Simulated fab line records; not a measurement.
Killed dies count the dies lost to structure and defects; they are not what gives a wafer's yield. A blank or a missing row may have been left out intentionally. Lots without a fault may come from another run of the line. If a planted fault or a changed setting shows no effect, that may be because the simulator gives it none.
Matching of chambers	flow gf180mcu	cmp-01 running GF_V1_CMP_04: 4 sister chambers
The step polishes SiO2. 8 wafers are shown with their chamber, then 10 later ones without.

== WAFERS WITH THEIR CHAMBER ==
wafer	chamber	motorCurrentA (A)	timeToEndpointS (s)
L725.6	3	13.0	87
L727.3	0	10.5	77
L729.3	2	13.4	82
L730.3	1	12.0	78
L730.4	2	12.9	81
L730.6	3	12.9	86
L731.3	1	11.6	81
L731.4	0	10.4	84

== WAFERS MISSING THEIR CHAMBER ==
wafer	motorCurrentA (A)	timeToEndpointS (s)
L731.6	12.5	87
L732.1	10.7	76
L732.2	12.6	84
L732.3	13.2	80
L733.1	12.7	79
L733.3	11.2	80
L733.4	11.8	78
L735.1	13.0	90
L735.3	11.0	78
L735.5	10.6	89

== WHICH CHAMBER EACH WENT THROUGH ==
wafer	from the rows above	in truth
L731.6	can't be placed: 3 or 2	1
L732.1	0	0
L732.2	can't be placed: 3 or 2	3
L732.3	2	2
L733.1	can't be placed: 2 or 3 or 1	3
L733.3	can't be placed: 1 or 0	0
L733.4	1	1
L735.1	can't be placed: 3 or 2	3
L735.3	can't be placed: 0 or 1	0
L735.5	0	0
Correctly placed: 4 of 10. These rows do not allow placing 6 (true chamber among the candidates in 5). Number placed wrongly: 0.
How it was worked out, from the rows above alone: a wafer's distance from a chamber is the root of the sum, over the readings, of the square of ((its reading less the chamber's mean) divided by the reading's scatter). The wafer belongs to the nearest chamber; if the next one is less than 2 further off, it can't be placed. For every chamber, the mean is computed from those of its wafers that are shown. The scatter: the root of (the sum of the squares of (reading less its chamber's mean) over the shown wafers, divided by (wafers less chambers)).
